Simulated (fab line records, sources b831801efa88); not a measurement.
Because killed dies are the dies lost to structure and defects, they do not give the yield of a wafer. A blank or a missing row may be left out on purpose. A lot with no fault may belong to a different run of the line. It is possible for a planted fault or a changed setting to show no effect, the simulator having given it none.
What tool caused it? | flow sky130 | 72 wafers from 24 lots sampled at 5 of the route's 708 steps

## WHAT THE GAUGES SHOWED, per wafer
SKY_METAL1_OVL_MEAS_16. Usual: METAL1_OVL typically reads -1 nm, with standard deviation 5.2.
lot  | measured     | on         | METAL1_OVL (nm) | flag
L074 | day 32 12:34 | overlay-01 | 3 -3 0          | 
L075 | day 33 04:31 | overlay-02 | 3 -1 -2         | 
L076 | day 33 09:10 | overlay-01 | 1 4 1           | 
L077 | day 33 16:10 | overlay-02 | -6 -13 -6       | 
L078 | day 33 18:49 | overlay-01 | -8 -10 -1       | 
L079 | day 34 04:25 | overlay-02 | 3 10 7          | 
L080 | day 34 21:10 | overlay-02 | -3 -3 0         | 
L081 | day 35 10:36 | overlay-01 | 8 6 2           | 
L082 | day 36 06:59 | overlay-02 | -1 1 -6         | 
L083 | day 36 12:09 | overlay-01 | 2 0 -11         | 
L085 | day 36 15:46 | overlay-02 | 3 0 -2          | 
L084 | day 36 18:05 | overlay-02 | -2 -12 -2       | 
L086 | day 36 20:50 | overlay-02 | 3 8 -3          | 
L088 | day 37 11:00 | overlay-02 | -6 4 1          | 
L087 | day 37 18:13 | overlay-01 | 0 6 4           | 
L090 | day 38 07:43 | overlay-02 | 5 5 -5          | 
L089 | day 38 08:16 | overlay-02 | 1 -3 -1         | 
L091 | day 38 17:34 | overlay-02 | -3 4 -6         | 
L092 | day 38 18:43 | overlay-02 | -3 -2 -3        | 
L093 | day 38 20:34 | overlay-02 | 5 0 -3          | 
L095 | day 39 06:34 | overlay-01 | 5 10 8          | 
L094 | day 39 07:20 | overlay-02 | -12 -7 -14      | 
L096 | day 39 16:13 | overlay-01 | 4 3 1           | 
L097 | day 39 19:20 | overlay-01 | -3 -4 -7        | 

SKY_VIA1_THK_MEAS_23: measures by xrf. Usual: VIA1_W_THK typically reads 270 nm, with standard deviation 3.4.
lot  | measured     | on           | VIA1_W_THK (nm) | flag
L074 | day 33 17:53 | filmMetro-04 | 264 262 265     | 
L075 | day 34 09:00 | filmMetro-04 | 273 271 267     | 
L076 | day 34 14:10 | filmMetro-03 | 268 268 273     | 
L077 | day 34 21:08 | filmMetro-01 | 273 273 272     | 
L078 | day 34 23:29 | filmMetro-01 | 266 265 265     | 
L079 | day 35 09:16 | filmMetro-04 | 274 270 270     | 
L080 | day 36 01:40 | filmMetro-04 | 265 270 272     | 
L081 | day 36 14:50 | filmMetro-04 | 277 275 275     | 
L082 | day 37 11:52 | filmMetro-01 | 276 275 274     | 
L083 | day 37 16:54 | filmMetro-04 | 266 269 268     | 
L085 | day 37 21:14 | filmMetro-01 | 272 271 273     | 
L084 | day 37 22:09 | filmMetro-01 | 265 265 266     | 
L086 | day 38 01:47 | filmMetro-03 | 263 267 261     | 
L088 | day 38 15:26 | filmMetro-04 | 266 272 274     | 
L087 | day 38 22:41 | filmMetro-04 | 272 271 272     | 
L090 | day 39 11:09 | filmMetro-03 | 271 273 271     | 
L089 | day 39 11:40 | filmMetro-04 | 268 268 271     | 
L091 | day 39 20:26 | filmMetro-03 | 266 267 271     | 
L092 | day 39 21:32 | filmMetro-04 | 268 273 271     | 
L093 | day 39 23:58 | filmMetro-01 | 269 267 272     | 
L095 | day 40 09:46 | filmMetro-01 | 270 272 272     | 
L094 | day 40 11:10 | filmMetro-01 | 272 270 268     | 
L096 | day 40 18:41 | filmMetro-01 | 270 273 267     | 
L097 | day 40 21:43 | filmMetro-04 | 275 278 271     | 

SKY_VIA2_OVL_MEAS_13. Usual: VIA2_OVL typically reads -3 nm, with standard deviation 5.4.
lot  | measured     | on         | VIA2_OVL (nm) | flag
L074 | day 36 00:20 | overlay-01 | -5 -6 -10     | 
L075 | day 36 14:46 | overlay-02 | -2 -6 -1      | 
L076 | day 36 19:32 | overlay-01 | -6 -8 1       | 
L077 | day 37 02:17 | overlay-01 | -6 0 1        | 
L078 | day 37 06:22 | overlay-01 | 5 -5 0        | 
L079 | day 37 16:16 | overlay-01 | -8 7 2        | 
L080 | day 38 07:05 | overlay-01 | 3 -1 -6       | 
L081 | day 38 20:50 | overlay-01 | -7 -9 -6      | 
L082 | day 39 16:56 | overlay-01 | 3 -5 2        | 
L083 | day 39 21:01 | overlay-02 | -7 -13 -9     | 
L085 | day 40 01:44 | overlay-02 | -1 4 3        | 
L084 | day 40 02:53 | overlay-01 | 2 0 2         | 
L086 | day 40 05:28 | overlay-01 | -6 -7 -4      | 
L088 | day 40 18:22 | overlay-02 | -5 -3 -18     | 
L087 | day 41 02:35 | overlay-01 | 0 -3 -3       | 
L090 | day 41 13:32 | overlay-02 | -2 -5 -7      | 
L089 | day 41 14:41 | overlay-02 | 14 8 5        | 
L091 | day 41 22:35 | overlay-02 | -6 -5 -2      | 
L092 | day 41 23:09 | overlay-02 | -4 6 -2       | 
L093 | day 42 03:01 | overlay-02 | -5 -7 3       | 
L095 | day 42 11:02 | overlay-01 | -3 -11 -11    | 
L094 | day 42 12:56 | overlay-01 | 5 -6 -2       | 
L096 | day 42 19:59 | overlay-01 | -1 3 1        | 
L097 | day 42 21:43 | overlay-02 | -8 -10 -8     | 

## WHAT TOOL EACH LOT RAN ON (gives the tool, then ch and the chambers of the sampled wafers, and finally the start)
lot  | SKY_METAL1_METAL_ETCH_19         | SKY_METAL1_STRIP_20
L074 | rieMetal-01 ch 0,1, day 32 12:42 | plasmaAsher-04 ch 0,1, day 32 12:47
L075 | rieMetal-01 ch 0,1, day 33 04:40 | plasmaAsher-04 ch 0,1, day 33 04:46
L076 | rieMetal-04 ch 0,1, day 33 09:17 | plasmaAsher-04 ch 0,1, day 33 09:23
L077 | rieMetal-04 ch 0, day 33 16:17   | plasmaAsher-04 ch 0,1, day 33 16:23
L078 | rieMetal-03 ch 0,1, day 33 18:56 | plasmaAsher-02 ch 0,1, day 33 19:02
L079 | rieMetal-03 ch 0,1, day 34 04:32 | plasmaAsher-01 ch 0,1, day 34 04:38
L080 | rieMetal-04 ch 1, day 34 21:17   | plasmaAsher-01 ch 0,1, day 34 21:23
L081 | rieMetal-03 ch 0, day 35 10:52   | plasmaAsher-04 ch 0,1, day 35 11:02
L082 | rieMetal-03 ch 0, day 36 07:13   | plasmaAsher-01 ch 0,1, day 36 07:23
L083 | rieMetal-04 ch 0,1, day 36 12:18 | plasmaAsher-01 ch 0,1, day 36 12:23
L085 | rieMetal-03 ch 0, day 36 16:01   | plasmaAsher-01 ch 0, day 36 16:10
L084 | rieMetal-04 ch 0,1, day 36 18:13 | plasmaAsher-02 ch 0,1, day 36 18:19
L086 | rieMetal-01 ch 0, day 36 21:04   | plasmaAsher-02 ch 0,1, day 36 21:14
L088 | rieMetal-01 ch 0, day 37 11:16   | plasmaAsher-04 ch 0,1, day 37 11:26
L087 | rieMetal-03 ch 0, day 37 18:26   | plasmaAsher-01 ch 0,1, day 37 18:37
L090 | rieMetal-03 ch 0, day 38 07:56   | plasmaAsher-04 ch 0,1, day 38 08:07
L089 | rieMetal-01 ch 0, day 38 08:29   | plasmaAsher-02 ch 0,1, day 38 08:40
L091 | rieMetal-04 ch 0,1, day 38 17:42 | plasmaAsher-02 ch 0,1, day 38 17:47
L092 | rieMetal-01 ch 0, day 38 19:01   | plasmaAsher-02 ch 0,1, day 38 19:09
L093 | rieMetal-04 ch 0,1, day 38 20:41 | plasmaAsher-02 ch 0,1, day 38 20:47
L095 | rieMetal-03 ch 1, day 39 06:47   | plasmaAsher-01 ch 0,1, day 39 06:58
L094 | rieMetal-01 ch 0, day 39 07:36   | plasmaAsher-02 ch 0,1, day 39 07:46
L096 | rieMetal-01 ch 0,1, day 39 16:21 | plasmaAsher-01 ch 0,1, day 39 16:26
L097 | rieMetal-03 ch 0,1, day 39 19:28 | plasmaAsher-02 ch 0,1, day 39 19:34
- SKY_METAL1_METAL_ETCH_19: etches the open film in Cl2/BCl3, stops on SiO2, target depth 360 nm, time 78 s.
- SKY_METAL1_STRIP_20: strips in O2/N2.

## AS READ BY THE TOOLS THEMSELVES (means over the sampled wafers that have a number; for cases with no such wafer, the mark the record gives instead)
SKY_METAL1_METAL_ETCH_19. Usual: drypumpMotorCurrentA 5.83 A, standard deviation 0.26; oesProductAu 0.853 a.u., standard deviation 0.0064; throttleValvePct 22.265 %, standard deviation 0.0078.
lot  | tool        | drypumpMotorCurrentA (A) | oesProductAu (a.u.) | throttleValvePct (%) | flag
L074 | rieMetal-01 | 5.82                     | 0.856               | 22.257               | 
L075 | rieMetal-01 | 5.82                     | 0.855               | 22.272               | 
L076 | rieMetal-04 | 5.61                     | 0.854               | 22.260               | 
L077 | rieMetal-04 | 6.16                     | 0.853               | 22.268               | 
L078 | rieMetal-03 | 5.74                     | 0.852               | 22.272               | 
L079 | rieMetal-03 | 5.72                     | 0.858               | 22.262               | 
L080 | rieMetal-04 | 5.32                     | 0.858               | 22.265               | 
L081 | rieMetal-03 | 5.80                     | 0.850               | 22.263               | 
L082 | rieMetal-03 | 5.79                     | 0.845               | 22.265               | 
L083 | rieMetal-04 | 5.89                     | 0.860               | 22.260               | 
L085 | rieMetal-03 | 5.76                     | 0.854               | 22.279               | 
L084 | rieMetal-04 | 5.63                     | 0.857               | 22.259               | 
L086 | rieMetal-01 | 6.00                     | 0.856               | 22.260               | 
L088 | rieMetal-01 | 6.03                     | 0.858               | 22.272               | 
L087 | rieMetal-03 | 5.80                     | 0.858               | 22.267               | 
L090 | rieMetal-03 | 5.74                     | 0.859               | 22.268               | 
L089 | rieMetal-01 | 6.01                     | 0.853               | 22.262               | 
L091 | rieMetal-04 | 5.88                     | 0.852               | 22.261               | 
L092 | rieMetal-01 | 6.05                     | 0.848               | 22.268               | 
L093 | rieMetal-04 | 5.88                     | 0.849               | 22.268               | 
L095 | rieMetal-03 | 5.70                     | 0.854               | 22.264               | 
L094 | rieMetal-01 | 6.05                     | 0.853               | 22.264               | 
L096 | rieMetal-01 | 5.84                     | 0.855               | 22.266               | 
L097 | rieMetal-03 | 5.74                     | 0.854               | 22.260               | 

SKY_METAL1_STRIP_20. Usual: drypumpMotorCurrentA 5.6 A, standard deviation 0.36; oesProductAu 0.343 a.u., standard deviation 0.005; stripTimeToEndpointS 2.69 s, standard deviation 0.055.
lot  | tool           | drypumpMotorCurrentA (A) | oesProductAu (a.u.) | stripTimeToEndpointS (s) | flag
L074 | plasmaAsher-04 | 5.4                      | 0.342               | 2.71                     | 
L075 | plasmaAsher-04 | 5.4                      | 0.343               | 2.66                     | 
L076 | plasmaAsher-04 | 5.8                      | 0.346               | 2.74                     | 
L077 | plasmaAsher-04 | 5.4                      | 0.342               | 2.66                     | 
L078 | plasmaAsher-02 | 5.5                      | 0.341               | 2.62                     | 
L079 | plasmaAsher-01 | 5.4                      | 0.345               | 2.65                     | 
L080 | plasmaAsher-01 | 5.6                      | 0.344               | 2.78                     | 
L081 | plasmaAsher-04 | 5.8                      | 0.346               | 2.70                     | 
L082 | plasmaAsher-01 | 5.6                      | 0.344               | 2.68                     | 
L083 | plasmaAsher-01 | 5.6                      | 0.345               | 2.68                     | 
L085 | plasmaAsher-01 | 5.3                      | 0.346               | 2.72                     | 
L084 | plasmaAsher-02 | 5.6                      | 0.345               | 2.72                     | 
L086 | plasmaAsher-02 | 5.5                      | 0.339               | 2.67                     | 
L088 | plasmaAsher-04 | 5.4                      | 0.341               | 2.69                     | 
L087 | plasmaAsher-01 | 5.5                      | 0.346               | 2.71                     | 
L090 | plasmaAsher-04 | 5.4                      | 0.344               | 2.75                     | 
L089 | plasmaAsher-02 | 5.6                      | 0.343               | 2.65                     | 
L091 | plasmaAsher-02 | 5.5                      | 0.344               | 2.70                     | 
L092 | plasmaAsher-02 | 5.6                      | 0.340               | 2.65                     | 
L093 | plasmaAsher-02 | 5.6                      | 0.343               | 2.70                     | 
L095 | plasmaAsher-01 | 5.6                      | 0.347               | 2.74                     | 
L094 | plasmaAsher-02 | 5.5                      | 0.341               | 2.64                     | 
L096 | plasmaAsher-01 | 5.6                      | 0.338               | 2.68                     | 
L097 | plasmaAsher-02 | 5.6                      | 0.340               | 2.63                     | 

## THE ANSWER, worked out from the rows above alone
Rule: lot off if the mean of its wafers having a number is beyond 3 standard deviations from the usual mean. A lot without any number at a reading at which 4 lots or more have one is off too. The other lots that the step has rows for count as sound. The gauges are gone through in route order, then the tools' own readings, and for those a lot's mean is taken as printed above. The first step at which some lot is off is used, and at that step the reading that is off furthest; a lot without a number counts as furthest.
Nothing can be told from this: no lot is off at any reading shown.

## WHAT THE SIMULATOR HAD INSERTED
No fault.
